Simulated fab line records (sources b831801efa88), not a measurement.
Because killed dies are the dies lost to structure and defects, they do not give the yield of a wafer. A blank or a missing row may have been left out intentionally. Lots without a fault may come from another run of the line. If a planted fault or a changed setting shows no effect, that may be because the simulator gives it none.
Which tool did it? ; flow sky130 ; Sampling: 24 lots, 72 wafers, 6 of 708 route steps

## WHAT EACH GAUGE READ, for each wafer
SKY_CAPM_THK_MEAS_01. Usual: CAPM_CVD_00_THK 15.52 nm, standard deviation 0.26.
lot;measured;on;CAPM_CVD_00_THK (nm);flag
L074;day 37 08:37;film metro-03;15.64 15.20 15.43;
L075;day 37 10:52;film metro-01;15.29 15.19 15.29;
L077;day 37 11:17;film metro-04;15.04 15.85 15.29;
L076;day 37 13:22;film metro-01;15.63 15.44 16.04;
L078;day 39 08:19;film metro-03;15.13 15.72 15.20;
L079;day 39 08:35;film metro-01;15.55 15.35 15.35;
L081;day 39 10:14;film metro-03;15.39 15.41 15.69;
L080;day 39 10:53;film metro-01;15.29 15.63 15.52;
L082;day 39 11:40;film metro-04;15.46 15.50 15.77;
L084;day 39 17:44;film metro-03;15.16 15.29 15.73;
L083;day 39 20:53;film metro-03;15.06 15.36 16.12;
L085;day 39 21:31;film metro-03;15.37 15.16 15.52;
L086;day 39 21:51;film metro-04;15.63 15.91 15.98;
L087;day 40 08:03;film metro-04;15.49 15.83 15.52;
L088;day 40 19:08;film metro-04;15.55 15.54 15.66;
L089;day 40 20:19;film metro-03;15.63 15.16 16.01;
L090;day 41 11:44;film metro-01;15.21 15.07 15.46;
L091;day 41 15:04;film metro-04;15.45 15.66 15.57;
L092;day 41 18:53;film metro-03;15.49 15.09 15.69;
L093;day 42 09:48;film metro-03;15.02 15.30 15.53;
L094;day 42 12:26;film metro-01;15.66 15.51 15.88;
L095;day 42 22:06;film metro-04;15.79 15.43 15.71;
L096;day 43 00:10;film metro-04;15.25 15.30 15.35;
L097;day 43 06:44;film metro-01;15.51 15.85 15.40;

SKY_PASSIVATION_THK_MEAS_03. Usual: PASSIVATION_CVD_02_THK 539 nm, standard deviation 7.8.
lot;measured;on;PASSIVATION_CVD_02_THK (nm);flag
L074;day 44 18:41;film metro-02;533 540 545;
L075;day 44 18:51;film metro-04;535 546 542;
L077;day 44 19:55;film metro-03;540 541 546;
L076;day 44 20:55;film metro-02;544 531 539;
L078;day 46 10:44;film metro-02;537 554 554;
L079;day 46 11:35;film metro-03;526 525 524;
L081;day 46 11:53;film metro-03;527 538 550;
L080;day 46 12:43;film metro-03;521 532 534;
L082;day 46 13:26;film metro-03;537 543 539;
L084;day 46 17:02;film metro-04;533 549 548;
L083;day 46 19:45;film metro-03;530 555 541;
L085;day 46 21:16;film metro-04;528 529 527;
L086;day 46 21:35;film metro-02;537 532 543;
L087;day 47 07:38;film metro-03;527 547 543;
L088;day 47 14:47;film metro-03;550 538 552;
L089;day 47 15:07;film metro-04;538 552 551;
L090;day 48 06:05;film metro-04;537 534 541;
L091;day 48 08:35;film metro-02;530 542 540;
L092;day 48 11:10;film metro-02;532 534 546;
L093;day 48 21:11;film metro-03;536 551 546;
L094;day 48 22:25;film metro-04;548 560 543;
L095;day 49 07:48;film metro-04;534 544 550;
L096;day 49 10:02;film metro-04;541 531 544;
L097;day 49 13:27;film metro-03;531 545 541;

## WHICH TOOL RAN EACH LOT (tool, then ch and the chambers of the sampled wafers, then the start)
lot;SKY_VIA3_SPUTTER_20;SKY_METAL4_SPUTTER_00;SKY_METAL4_SPUTTER_04;SKY_METAL4_ETCH_17
L074;pvd sputter-04, day 40 15:30;pvd sputter-03, day 40 16:10;pvd sputter-03, day 40 16:16;rie diel-01 ch 1,3, day 42 17:36
L075;pvd sputter-02, day 40 16:28;pvd sputter-03, day 40 17:08;pvd sputter-03, day 40 17:14;rie diel-04 ch 0,1,3, day 42 18:16
L077;pvd sputter-01, day 40 17:02;pvd sputter-01, day 40 17:41;pvd sputter-01, day 40 17:47;rie diel-01 ch 0,2,3, day 42 18:29
L076;pvd sputter-04, day 40 18:31;pvd sputter-02, day 40 19:10;pvd sputter-02, day 40 19:16;rie diel-01 ch 0,3, day 42 19:29
L078;pvd sputter-01, day 42 11:37;pvd sputter-03, day 42 12:32;pvd sputter-03, day 42 12:38;rie diel-01 ch 0,1,2, day 44 11:41
L079;pvd sputter-02, day 42 11:51;pvd sputter-02, day 42 12:50;pvd sputter-02, day 42 12:56;rie diel-03 ch 0,1,3, day 44 11:41
L081;pvd sputter-02, day 42 13:43;pvd sputter-03, day 42 14:22;pvd sputter-03, day 42 14:28;rie diel-03 ch 0,1,2, day 44 12:16
L080;pvd sputter-02, day 42 14:52;pvd sputter-02, day 42 15:32;pvd sputter-02, day 42 15:38;rie diel-03 ch 1,2,3, day 44 12:54
L082;pvd sputter-01, day 42 15:13;pvd sputter-01, day 42 15:53;pvd sputter-01, day 42 15:59;rie diel-04 ch 0,2, day 44 14:04
L084;pvd sputter-02, day 42 20:25;pvd sputter-01, day 42 21:43;pvd sputter-01, day 42 21:49;rie diel-04 ch 0,3, day 44 19:29
L083;pvd sputter-04, day 42 22:53;pvd sputter-02, day 42 23:33;pvd sputter-02, day 42 23:40;rie diel-04 ch 0,2,3, day 44 21:41
L085;pvd sputter-02, day 43 00:01;pvd sputter-01, day 43 00:41;pvd sputter-01, day 43 00:47;rie diel-01 ch 1,3, day 44 22:02
L086;pvd sputter-02, day 43 01:10;pvd sputter-03, day 43 01:49;pvd sputter-03, day 43 01:55;rie diel-03 ch 0,1, day 44 22:52
L087;pvd sputter-01, day 43 10:13;pvd sputter-03, day 43 10:52;pvd sputter-03, day 43 10:59;rie diel-04 ch 0,2,3, day 45 09:02
L088;pvd sputter-04, day 43 19:33;pvd sputter-01, day 43 20:50;pvd sputter-01, day 43 20:56;rie diel-04 ch 2,3, day 45 17:42
L089;pvd sputter-04, day 43 20:40;pvd sputter-03, day 43 21:44;pvd sputter-03, day 43 21:50;rie diel-04 ch 0,1,2, day 45 19:10
L090;pvd sputter-01, day 44 10:49;pvd sputter-03, day 44 11:51;pvd sputter-03, day 44 11:57;rie diel-04 ch 0,2,3, day 46 07:48
L091;pvd sputter-01, day 44 13:49;pvd sputter-03, day 44 14:29;pvd sputter-03, day 44 14:35;rie diel-01 ch 2,3, day 46 10:57
L092;pvd sputter-04, day 44 18:29;pvd sputter-03, day 44 19:09;pvd sputter-03, day 44 19:15;rie diel-04 ch 0,3, day 46 14:32
L093;pvd sputter-01, day 45 07:10;pvd sputter-03, day 45 07:49;pvd sputter-03, day 45 07:56;rie diel-04 ch 0,1, day 47 01:47
L094;pvd sputter-01, day 45 10:42;pvd sputter-03, day 45 11:22;pvd sputter-03, day 45 11:28;rie diel-04 ch 0,1,2, day 47 05:07
L095;pvd sputter-01, day 45 19:58;pvd sputter-01, day 45 20:50;pvd sputter-01, day 45 20:56;rie diel-04 ch 0,2,3, day 47 13:24
L096;pvd sputter-02, day 45 21:05;pvd sputter-02, day 45 22:12;pvd sputter-02, day 45 22:19;rie diel-04 ch 0,1,3, day 47 15:23
L097;pvd sputter-02, day 46 02:59;pvd sputter-02, day 46 03:52;pvd sputter-02, day 46 03:58;rie diel-03 ch 0,1, day 47 21:18
- SKY_VIA3_SPUTTER_20: material TiN, target thk 20 nm, time 80 s.
- SKY_METAL4_SPUTTER_00: material Ti, target thk 15 nm, time 10 s.
- SKY_METAL4_SPUTTER_04: material TiN, target thk 70 nm, time 58.3 s.
- SKY_METAL4_ETCH_17: etches SiO2 in C4F8/O2/Ar, stops on TiN, time 3.9 s, target depth 15 nm.

## WHAT THE TOOLS THEMSELVES READ (means of the sampled wafers that have a number; where no wafer has one, the mark that the record gives instead)
SKY_VIA3_SPUTTER_20. Usual: chamber pressure pa 5.001 Pa, standard deviation 0.009; throttle valve pct 30.1 %, standard deviation 1.
lot;tool;chamber pressure pa (Pa);throttle valve pct (%);flag
L074;pvd sputter-04;5.001;30.7;
L075;pvd sputter-02;4.994;29.7;
L077;pvd sputter-01;5.008;30.3;
L076;pvd sputter-04;5.005;30.7;
L078;pvd sputter-01;5.002;30.2;
L079;pvd sputter-02;4.997;29.4;
L081;pvd sputter-02;5.002;30.3;
L080;pvd sputter-02;4.998;29.4;
L082;pvd sputter-01;4.998;29.3;
L084;pvd sputter-02;5.013;29.4;
L083;pvd sputter-04;5.000;29.6;
L085;pvd sputter-02;4.990;30.1;
L086;pvd sputter-02;4.996;30.2;
L087;pvd sputter-01;5.003;30.6;
L088;pvd sputter-04;5.014;29.9;
L089;pvd sputter-04;5.006;30.3;
L090;pvd sputter-01;5.006;31.3;
L091;pvd sputter-01;5.002;30.0;
L092;pvd sputter-04;4.990;30.1;
L093;pvd sputter-01;5.013;30.0;
L094;pvd sputter-01;4.990;30.1;
L095;pvd sputter-01;5.012;30.6;
L096;pvd sputter-02;5.000;30.2;
L097;pvd sputter-02;4.998;29.6;

SKY_METAL4_SPUTTER_00. Usual: chamber pressure pa 0.4001 Pa, standard deviation 0.00071; throttle valve pct 30.1 %, standard deviation 0.82.
lot;tool;chamber pressure pa (Pa);throttle valve pct (%);flag
L074;pvd sputter-03;0.4001;29.9;
L075;pvd sputter-03;0.3997;29.8;
L077;pvd sputter-01;0.4003;30.9;
L076;pvd sputter-02;0.4000;29.2;
L078;pvd sputter-03;0.4004;30.4;
L079;pvd sputter-02;0.4000;30.1;
L081;pvd sputter-03;0.4001;29.9;
L080;pvd sputter-02;0.3992;29.9;
L082;pvd sputter-01;0.4000;30.9;
L084;pvd sputter-01;0.4001;30.8;
L083;pvd sputter-02;0.4001;29.1;
L085;pvd sputter-01;0.4001;30.7;
L086;pvd sputter-03;0.4004;29.7;
L087;pvd sputter-03;0.4001;30.4;
L088;pvd sputter-01;0.4002;30.9;
L089;pvd sputter-03;0.3999;30.3;
L090;pvd sputter-03;0.4006;30.2;
L091;pvd sputter-03;0.3995;30.2;
L092;pvd sputter-03;0.4005;30.0;
L093;pvd sputter-03;0.4001;30.7;
L094;pvd sputter-03;0.4002;29.7;
L095;pvd sputter-01;0.4006;31.5;
L096;pvd sputter-02;0.4000;30.0;
L097;pvd sputter-02;0.4005;29.1;

SKY_METAL4_SPUTTER_04. Usual: chamber pressure pa 0.3999 Pa, standard deviation 0.00074; throttle valve pct 30.1 %, standard deviation 0.82.
lot;tool;chamber pressure pa (Pa);throttle valve pct (%);flag
L074;pvd sputter-03;0.4002;29.8;
L075;pvd sputter-03;0.4004;30.1;
L077;pvd sputter-01;0.3997;30.9;
L076;pvd sputter-02;0.4000;29.2;
L078;pvd sputter-03;0.3998;30.4;
L079;pvd sputter-02;0.3997;30.1;
L081;pvd sputter-03;0.3995;30.1;
L080;pvd sputter-02;0.4002;29.9;
L082;pvd sputter-01;0.4000;30.8;
L084;pvd sputter-01;0.3999;30.6;
L083;pvd sputter-02;0.4001;29.2;
L085;pvd sputter-01;0.3996;30.7;
L086;pvd sputter-03;0.4005;29.8;
L087;pvd sputter-03;0.4007;30.3;
L088;pvd sputter-01;0.3997;31.0;
L089;pvd sputter-03;0.3994;30.3;
L090;pvd sputter-03;0.3986;30.2;
L091;pvd sputter-03;0.3999;30.4;
L092;pvd sputter-03;0.4006;30.1;
L093;pvd sputter-03;0.4004;30.6;
L094;pvd sputter-03;0.4002;29.8;
L095;pvd sputter-01;0.3991;31.4;
L096;pvd sputter-02;0.3996;30.0;
L097;pvd sputter-02;0.4000;29.2;

SKY_METAL4_ETCH_17. Usual: oes product au 0.756 a.u., standard deviation 0.0077; rf fwd power W 1468 W, standard deviation 7.3.
lot;tool;oes product au (a.u.);rf fwd power W (W);flag
L074;rie diel-01;0.761;1465;
L075;rie diel-04;0.751;1466;
L077;rie diel-01;0.755;1470;
L076;rie diel-01;0.761;1463;
L078;rie diel-01;0.757;1470;
L079;rie diel-03;0.753;1469;
L081;rie diel-03;0.754;1476;
L080;rie diel-03;0.752;1465;
L082;rie diel-04;0.764;1471;
L084;rie diel-04;0.763;1466;
L083;rie diel-04;0.751;1468;
L085;rie diel-01;0.753;1458;
L086;rie diel-03;0.758;1463;
L087;rie diel-04;0.752;1464;
L088;rie diel-04;0.761;1461;
L089;rie diel-04;0.746;1468;
L090;rie diel-04;0.754;1469;
L091;rie diel-01;0.752;1466;
L092;rie diel-04;0.754;1470;
L093;rie diel-04;0.752;1467;
L094;rie diel-04;0.762;1465;
L095;rie diel-04;0.762;1469;
L096;rie diel-04;0.759;1471;
L097;rie diel-03;0.749;1468;

## THE ANSWER, worked out from the rows above alone
Rule: take the mean of a lot's wafers that have a number; if it is more than 3 standard deviations from the usual mean, the lot is off. A lot without any number at a reading at which 4 lots or more have one is off too. Any other lot the step has rows for is counted as sound. First the gauges in route order, then the tools' own readings, where a lot's mean is used as printed above. The first step at which some lot is off is used, and at that step the reading that is off furthest; a lot without a number counts as furthest.
Across all readings shown, no lot is off: no conclusion can be drawn from this.

## WHAT THE SIMULATOR PUT IN
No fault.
